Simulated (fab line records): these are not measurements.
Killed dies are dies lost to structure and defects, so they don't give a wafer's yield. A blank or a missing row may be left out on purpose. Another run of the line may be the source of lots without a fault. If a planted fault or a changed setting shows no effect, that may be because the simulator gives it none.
fab line records + flow gf180mcu
record
- lots=13
- wafers=39
- last-day=34
route steps=602 shown SALICIDE@281 V1@336
lots with no fault: from the same line, run without faults
start-h: start of the lot's first displayed wafer, in hours after the record's first day + wait-h: time in hours since the lot's previous step + " identical to the entry in the row above + L1.1+2: one row covering several wafers at once + - no value, or no start was given + * or withheld: withheld + < > ~ a bound
route shown NAME@n: names a module that has steps shown in the file, with the first one's number in the route + usual: mean and standard deviation over wafers with no fault + same: alike in all rows + chamber/n: place in a boat + sites: readings site by site + _std_site: the values' standard deviation + _edge_site: outer sites' mean less inner sites' + radius-mm: for every site, how far away it sits from the centre of the wafer + mask NAME#n: copy n + behind: the last tool/chamber to shape the wafer + hold: what put the lot on hold/how long, in hours/how the hold closed + device: transistor that didn't switch, given as n, p or np + end of line: the tests these same wafers got at the end of their route + step lacking rows: just its recipe + killed: dies that structure and defects cost at the first sort, which is not the same as the wafer's yield + map: a wafer's dies, marking killed ones x, the rest . and places with no die _
set.NAME: the run value of the setting; set.NAME@STEP: its run value at that earlier step + model.NAME: the simulator's own value behind a step, which no gauge read
a sample of lots followed through the steps of the route, with each step as a table and each wafer as a row
services: a tool's chamber out of use, with start hour (start-h, from the record's first day; less than 0 if before it), hours out, and reason
## steps
# step GF_SALICIDE_SPUTTER_03
# recipe
- material=TiN
- target-thk-nm=20
- power-w=6500
- time-s=16.7
- chamber-pressure-pa=0.4
# usual
- cathode-dc-power-W=6500.0/1.1
- throttle-valve-pct=30.3/0.84
# same
- time-s=16.7
| lot.wafer | tool           | chamber | start-h | wait-h | cathode-dc-power-W | throttle-valve-pct |
|-----------|----------------|---------|---------|--------|--------------------|--------------------|
| L673.3    | pvd-sputter-01 | -       | 339.54  | 0.0    | 6499.9             | 30.4               |
| L673.4    | "              | -       | "       | "      | 6501.0             | 30.0               |
| L673.6    | "              | -       | "       | "      | 6500.2             | 30.3               |
| L674.2    | pvd-sputter-03 | -       | 345.82  | 0.0    | 6500.9             | 30.5               |
| L674.4    | "              | -       | "       | "      | 6499.9             | 29.1               |
| L674.5    | "              | -       | "       | "      | 6501.6             | 31.7               |
| L675.4    | pvd-sputter-03 | -       | 356.69  | 0.0    | 6499.4             | 29.2               |
| L675.5    | "              | -       | "       | "      | 6499.9             | 29.1               |
| L675.6    | "              | -       | "       | "      | 6500.8             | 31.5               |
| L676.3    | pvd-sputter-01 | -       | 358.89  | 0.0    | 6500.9             | 31.3               |
| L676.4    | "              | -       | "       | "      | 6501.6             | 30.1               |
| L676.6    | "              | -       | "       | "      | 6502.3             | 31.3               |
| L678.1    | pvd-sputter-03 | -       | 383.51  | 0.0    | 6503.1             | 31.8               |
| L678.3    | "              | -       | "       | "      | 6500.0             | 28.9               |
| L678.4    | "              | -       | "       | "      | 6499.5             | 30.2               |
| L679.2    | pvd-sputter-01 | -       | 392.62  | 0.0    | 6499.2             | 31.4               |
| L679.4    | "              | -       | "       | "      | 6498.8             | 30.4               |
| L679.5    | "              | -       | "       | "      | 6498.5             | 29.8               |
| L682.2    | pvd-sputter-01 | -       | 418.22  | 0.0    | 6324.7             | 31.3               |
| L682.3    | "              | -       | "       | "      | 6324.3             | 30.0               |
| L682.5    | "              | -       | "       | "      | 6325.0             | 30.5               |
| L684.1    | pvd-sputter-01 | -       | 443.59  | 0.0    | 6323.0             | 30.3               |
| L684.2    | "              | -       | "       | "      | 6322.4             | 29.7               |
| L684.4    | "              | -       | "       | "      | 6321.3             | 31.2               |
| L690.1    | pvd-sputter-03 | -       | 499.97  | 0.0    | 6502.3             | 28.9               |
| L690.2    | "              | -       | "       | "      | 6500.0             | 31.6               |
| L690.5    | "              | -       | "       | "      | 6501.5             | 30.3               |
| L691.1    | pvd-sputter-04 | -       | 500.34  | 0.0    | 6501.0             | 31.9               |
| L691.3    | "              | -       | "       | "      | 6501.5             | 30.2               |
| L691.5    | "              | -       | "       | "      | 6499.7             | 31.7               |
| L692.2    | pvd-sputter-03 | -       | 502.89  | 0.0    | 6499.4             | 31.7               |
| L692.3    | "              | -       | "       | "      | 6499.7             | 29.1               |
| L692.5    | "              | -       | "       | "      | 6500.4             | 29.0               |
| L693.2    | pvd-sputter-01 | -       | 512.37  | 0.0    | 6499.5             | 30.1               |
| L693.4    | "              | -       | "       | "      | 6499.7             | 30.2               |
| L693.5    | "              | -       | "       | "      | 6499.9             | 30.1               |
| L694.1    | pvd-sputter-01 | -       | 520.99  | 0.0    | 6499.6             | 30.3               |
| L694.3    | "              | -       | "       | "      | 6499.4             | 29.9               |
| L694.5    | "              | -       | "       | "      | 6498.9             | 31.0               |
# step GF_SALICIDE_THK_MEAS_05
# recipe
- thk-meas-gauge=xrf
- reads=TiN_of_SALICIDE_SPUTTER_03
# usual
- SALICIDE_TIN_THK=20.31/0.27
| lot.wafer | tool          | chamber | start-h | wait-h | SALICIDE_TIN_THK[nm] |
|-----------|---------------|---------|---------|--------|----------------------|
| L673.3    | film-metro-02 | -       | 339.78  | 0.1    | 20.17                |
| L673.4    | "             | -       | "       | "      | 20.02                |
| L673.6    | "             | -       | "       | "      | 20.17                |
| L674.2    | film-metro-04 | -       | 345.98  | 0.1    | 20.43                |
| L674.4    | "             | -       | "       | "      | 20.39                |
| L674.5    | "             | -       | "       | "      | 20.86                |
| L675.4    | film-metro-02 | -       | 356.87  | 0.1    | 20.52                |
| L675.5    | "             | -       | "       | "      | 20.50                |
| L675.6    | "             | -       | "       | "      | 20.90                |
| L676.3    | film-metro-04 | -       | 359.06  | 0.1    | 20.09                |
| L676.4    | "             | -       | "       | "      | 20.19                |
| L676.6    | "             | -       | "       | "      | 20.20                |
| L678.1    | film-metro-02 | -       | 383.65  | 0.1    | 20.71                |
| L678.3    | "             | -       | "       | "      | 20.50                |
| L678.4    | "             | -       | "       | "      | 20.54                |
| L679.2    | film-metro-03 | -       | 392.77  | 0.1    | 20.42                |
| L679.4    | "             | -       | "       | "      | 20.08                |
| L679.5    | "             | -       | "       | "      | 20.16                |
| L682.2    | film-metro-03 | -       | 418.38  | 0.1    | 19.49                |
| L682.3    | "             | -       | "       | "      | 19.46                |
| L682.5    | "             | -       | "       | "      | 19.70                |
| L684.1    | film-metro-03 | -       | 443.74  | 0.1    | 19.69                |
| L684.2    | "             | -       | "       | "      | 19.38                |
| L684.4    | "             | -       | "       | "      | 19.54                |
| L690.1    | film-metro-02 | -       | 500.12  | 0.1    | 20.72                |
| L690.2    | "             | -       | "       | "      | 20.72                |
| L690.5    | "             | -       | "       | "      | 20.59                |
| L691.1    | film-metro-04 | -       | 500.48  | 0.1    | 20.10                |
| L691.3    | "             | -       | "       | "      | 19.70                |
| L691.5    | "             | -       | "       | "      | 20.00                |
| L692.2    | film-metro-04 | -       | 503.04  | 0.1    | 20.36                |
| L692.3    | "             | -       | "       | "      | 20.16                |
| L692.5    | "             | -       | "       | "      | 20.13                |
| L693.2    | film-metro-04 | -       | 512.53  | 0.1    | 19.75                |
| L693.4    | "             | -       | "       | "      | 20.01                |
| L693.5    | "             | -       | "       | "      | 19.80                |
| L694.1    | film-metro-02 | -       | 521.14  | 0.1    | 20.43                |
| L694.3    | "             | -       | "       | "      | 19.91                |
| L694.5    | "             | -       | "       | "      | 20.17                |
# step GF_V1_THK_MEAS_01
# recipe
- reads=SiO2_of_V1_CVD_00
# usual
- V1_CVD_00_THK=600/6.3
| lot.wafer | tool          | chamber | start-h | wait-h | V1_CVD_00_THK[nm] |
|-----------|---------------|---------|---------|--------|-------------------|
| L673.3    | film-metro-01 | -       | 386.71  | 0.1    | 605               |
| L673.4    | "             | -       | "       | "      | 599               |
| L673.6    | "             | -       | "       | "      | 610               |
| L674.2    | film-metro-03 | -       | 394.00  | 0.0    | 602               |
| L674.4    | "             | -       | "       | "      | 599               |
| L674.5    | "             | -       | "       | "      | 601               |
| L675.4    | film-metro-03 | -       | 404.70  | 0.0    | 598               |
| L675.5    | "             | -       | "       | "      | 605               |
| L675.6    | "             | -       | "       | "      | 599               |
| L676.3    | film-metro-01 | -       | 406.67  | 0.1    | 595               |
| L676.4    | "             | -       | "       | "      | 599               |
| L676.6    | "             | -       | "       | "      | 605               |
| L678.1    | film-metro-01 | -       | 434.37  | 0.0    | 601               |
| L678.3    | "             | -       | "       | "      | 591               |
| L678.4    | "             | -       | "       | "      | 595               |
| L679.2    | film-metro-03 | -       | 442.15  | 0.0    | 604               |
| L679.4    | "             | -       | "       | "      | 600               |
| L679.5    | "             | -       | "       | "      | 600               |
| L682.2    | film-metro-02 | -       | 470.45  | 0.0    | 600               |
| L682.3    | "             | -       | "       | "      | 601               |
| L682.5    | "             | -       | "       | "      | 597               |
| L684.1    | film-metro-01 | -       | 495.69  | 0.0    | 599               |
| L684.2    | "             | -       | "       | "      | 599               |
| L684.4    | "             | -       | "       | "      | 602               |
| L690.1    | film-metro-02 | -       | 549.82  | 0.0    | 591               |
| L690.2    | "             | -       | "       | "      | 594               |
| L690.5    | "             | -       | "       | "      | 592               |
| L691.1    | film-metro-03 | -       | 550.41  | 0.0    | 606               |
| L691.3    | "             | -       | "       | "      | 598               |
| L691.5    | "             | -       | "       | "      | 606               |
| L692.2    | film-metro-01 | -       | 552.00  | 0.0    | 606               |
| L692.3    | "             | -       | "       | "      | 598               |
| L692.5    | "             | -       | "       | "      | 587               |
| L693.2    | film-metro-02 | -       | 561.89  | 0.0    | 595               |
| L693.4    | "             | -       | "       | "      | 594               |
| L693.5    | "             | -       | "       | "      | 611               |
| L694.1    | film-metro-02 | -       | 568.54  | 0.0    | 601               |
| L694.3    | "             | -       | "       | "      | 603               |
| L694.5    | "             | -       | "       | "      | 605               |
# step GF_V1_OVL_MEAS_15
# usual
- V1_OVL=3/3.9
| lot.wafer | tool       | chamber | start-h | wait-h | V1_OVL[nm] |
|-----------|------------|---------|---------|--------|------------|
| L673.3    | overlay-01 | -       | 409.68  | 0.1    | 4          |
| L673.4    | "          | -       | "       | "      | 4          |
| L673.6    | "          | -       | "       | "      | 10         |
| L674.2    | overlay-02 | -       | 418.48  | 0.1    | 1          |
| L674.4    | "          | -       | "       | "      | 4          |
| L674.5    | "          | -       | "       | "      | 4          |
| L675.4    | overlay-02 | -       | 429.19  | 0.1    | 1          |
| L675.5    | "          | -       | "       | "      | 2          |
| L675.6    | "          | -       | "       | "      | 0          |
| L676.3    | overlay-02 | -       | 431.40  | 0.1    | -1         |
| L676.4    | "          | -       | "       | "      | 5          |
| L676.6    | "          | -       | "       | "      | 7          |
| L678.1    | overlay-02 | -       | 459.81  | 0.1    | 0          |
| L678.3    | "          | -       | "       | "      | 5          |
| L678.4    | "          | -       | "       | "      | 4          |
| L679.2    | overlay-02 | -       | 466.74  | 0.1    | 3          |
| L679.4    | "          | -       | "       | "      | 2          |
| L679.5    | "          | -       | "       | "      | -3         |
| L682.2    | overlay-02 | -       | 494.49  | 0.1    | -1         |
| L682.3    | "          | -       | "       | "      | 12         |
| L682.5    | "          | -       | "       | "      | 8          |
| L684.1    | overlay-02 | -       | 519.94  | 0.1    | 5          |
| L684.2    | "          | -       | "       | "      | 3          |
| L684.4    | "          | -       | "       | "      | 3          |
| L690.1    | overlay-02 | -       | 572.59  | 0.1    | -1         |
| L690.2    | "          | -       | "       | "      | 0          |
| L690.5    | "          | -       | "       | "      | -1         |
| L691.1    | overlay-02 | -       | 573.54  | 0.1    | 7          |
| L691.3    | "          | -       | "       | "      | 6          |
| L691.5    | "          | -       | "       | "      | 12         |
| L692.2    | overlay-01 | -       | 574.84  | 0.1    | 4          |
| L692.3    | "          | -       | "       | "      | 3          |
| L692.5    | "          | -       | "       | "      | 12         |
| L693.2    | overlay-01 | -       | 584.79  | 0.1    | 8          |
| L693.4    | "          | -       | "       | "      | 3          |
| L693.5    | "          | -       | "       | "      | 7          |
| L694.1    | overlay-02 | -       | 590.79  | 0.1    | -1         |
| L694.3    | "          | -       | "       | "      | 9          |
| L694.5    | "          | -       | "       | "      | -2         |
# step GF_V1_SPUTTER_22
# recipe
- material=TiN
- target-thk-nm=10
- chamber-pressure-pa=5
- power-w=4000
- time-s=40
# usual
- cathode-dc-power-W=4000.0/0.65
- throttle-valve-pct=30.3/0.93
# same
- time-s=40
| lot.wafer | tool           | chamber | start-h | wait-h | cathode-dc-power-W | throttle-valve-pct |
|-----------|----------------|---------|---------|--------|--------------------|--------------------|
| L673.3    | pvd-sputter-03 | -       | 410.43  | 0.0    | 4000.2             | 29.1               |
| L673.4    | "              | -       | "       | "      | 3999.7             | 30.3               |
| L673.6    | "              | -       | "       | "      | 3998.9             | 31.6               |
| L674.2    | pvd-sputter-03 | -       | 419.24  | 0.0    | 3999.5             | 30.1               |
| L674.4    | "              | -       | "       | "      | 3998.7             | 29.2               |
| L674.5    | "              | -       | "       | "      | 3999.9             | 31.8               |
| L675.4    | pvd-sputter-02 | -       | 429.93  | 0.0    | 3999.6             | 30.5               |
| L675.5    | "              | -       | "       | "      | 3999.9             | 30.4               |
| L675.6    | "              | -       | "       | "      | 3998.6             | 31.6               |
| L676.3    | pvd-sputter-01 | -       | 432.15  | 0.0    | 4001.8             | 30.3               |
| L676.4    | "              | -       | "       | "      | 3999.7             | 30.1               |
| L676.6    | "              | -       | "       | "      | 3999.9             | 30.3               |
| L678.1    | pvd-sputter-03 | -       | 460.57  | 0.0    | 4000.4             | 30.2               |
| L678.3    | "              | -       | "       | "      | 3999.1             | 29.0               |
| L678.4    | "              | -       | "       | "      | 3999.3             | 31.7               |
| L679.2    | pvd-sputter-02 | -       | 467.54  | 0.0    | 4001.0             | 29.5               |
| L679.4    | "              | -       | "       | "      | 4000.4             | 31.3               |
| L679.5    | "              | -       | "       | "      | 4000.2             | 29.3               |
| L682.2    | pvd-sputter-03 | -       | 495.25  | 0.0    | 4000.0             | 29.3               |
| L682.3    | "              | -       | "       | "      | 3999.0             | 30.3               |
| L682.5    | "              | -       | "       | "      | 3999.1             | 29.2               |
| L684.1    | pvd-sputter-03 | -       | 520.70  | 0.0    | 3998.8             | 29.0               |
| L684.2    | "              | -       | "       | "      | 4000.7             | 29.3               |
| L684.4    | "              | -       | "       | "      | 3999.8             | 30.4               |
| L690.1    | pvd-sputter-02 | -       | 573.35  | 0.0    | 4000.3             | 29.5               |
| L690.2    | "              | -       | "       | "      | 3999.1             | 31.6               |
| L690.5    | "              | -       | "       | "      | 4000.0             | 30.5               |
| L691.1    | pvd-sputter-03 | -       | 574.30  | 0.0    | 3999.8             | 29.2               |
| L691.3    | "              | -       | "       | "      | 4000.1             | 28.9               |
| L691.5    | "              | -       | "       | "      | 4000.6             | 31.5               |
| L692.2    | pvd-sputter-02 | -       | 575.60  | 0.0    | 4000.5             | 29.5               |
| L692.3    | "              | -       | "       | "      | 3999.8             | 30.7               |
| L692.5    | "              | -       | "       | "      | 4000.2             | 31.5               |
| L693.2    | pvd-sputter-01 | -       | 585.58  | 0.0    | 4000.3             | 31.3               |
| L693.4    | "              | -       | "       | "      | 3999.7             | 30.1               |
| L693.5    | "              | -       | "       | "      | 3999.9             | 30.3               |
| L694.1    | pvd-sputter-02 | -       | 591.56  | 0.0    | 3999.3             | 29.4               |
| L694.3    | "              | -       | "       | "      | 4000.3             | 31.0               |
| L694.5    | "              | -       | "       | "      | 3999.0             | 31.3               |
## services
| tool           | chamber | start-h | hours | kind                   |
|----------------|---------|---------|-------|------------------------|
| pvd-sputter-01 | 1       | 317.66  | -     | consumable-replace:kit |
| pvd-sputter-01 | 1       | 317.66  | 18.0  | scheduled-down         |
| pvd-sputter-01 | 1       | 317.66  | 18.0  | vent-cycle             |
| pvd-sputter-02 | 0       | 330.45  | -     | consumable-replace:kit |
| pvd-sputter-02 | 0       | 330.45  | 18.0  | scheduled-down         |
| pvd-sputter-02 | 0       | 330.45  | 18.0  | vent-cycle             |
| pvd-sputter-04 | 3       | 369.40  | -     | consumable-replace:kit |
| pvd-sputter-04 | 3       | 369.40  | 18.0  | scheduled-down         |
| pvd-sputter-04 | 3       | 369.40  | 18.0  | vent-cycle             |
| pvd-sputter-04 | -       | 386.68  | 2.0   | repair                 |
| pvd-sputter-04 | -       | 426.70  | 10.7  | repair                 |
| pvd-sputter-04 | -       | 448.01  | 8.4   | repair                 |
| pvd-sputter-01 | -       | 455.62  | 0.8   | repair                 |
| pvd-sputter-01 | -       | 469.35  | 1.5   | repair                 |
| pvd-sputter-02 | -       | 478.27  | 0.5   | repair                 |
| pvd-sputter-01 | 0       | 502.48  | -     | consumable-replace:kit |
| pvd-sputter-01 | 0       | 502.48  | 18.0  | scheduled-down         |
| pvd-sputter-01 | 0       | 502.48  | 18.0  | vent-cycle             |
| pvd-sputter-03 | -       | 555.49  | 9.7   | repair                 |
| pvd-sputter-04 | 2       | 566.39  | -     | consumable-replace:kit |
| pvd-sputter-04 | 2       | 566.39  | 18.0  | scheduled-down         |
| pvd-sputter-03 | 2       | 573.20  | -     | consumable-replace:kit |
| pvd-sputter-03 | 2       | 573.20  | 18.0  | scheduled-down         |
| pvd-sputter-03 | 2       | 573.20  | 18.0  | vent-cycle             |
## key
first-sign
- step=GF_SALICIDE_SPUTTER_03
- reading=cathode-dc-power-W
- direction=down
- sigmas=99+
- usual=6500.0
- struck=6323.5
effect
- step=GF_SALICIDE_THK_MEAS_05
- reading=SALICIDE_TIN_THK
- direction=down
- sigmas=2.8
- usual=20.31
- struck=19.54
met-at GF_SALICIDE_SPUTTER_03
struck-lots L682,L684
tester-left-out L682,L684
not-acting-at GF_V1_THK_MEAS_01,GF_V1_OVL_MEAS_15,GF_V1_SPUTTER_22
onset-between 392.62 418.22
fault
- kind=process-parameter-drift
- tool=pvd-sputter-01
- chamber=-
- onset-h=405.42
- steps=GF_SALICIDE_SPUTTER_03
- channel=power-w
- offset=-176.1
- shape=step
- end-h=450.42
- acts-in=these-recipes-only
- stated=6500
# tester-left-out: of these lots the tester's yield and bins aren't shown, on N5 and GAA mostly nor the transistor test; their killed dies are dies lost to structure and defects alone, not to doping, threshold or leakage, so they don't give the yield
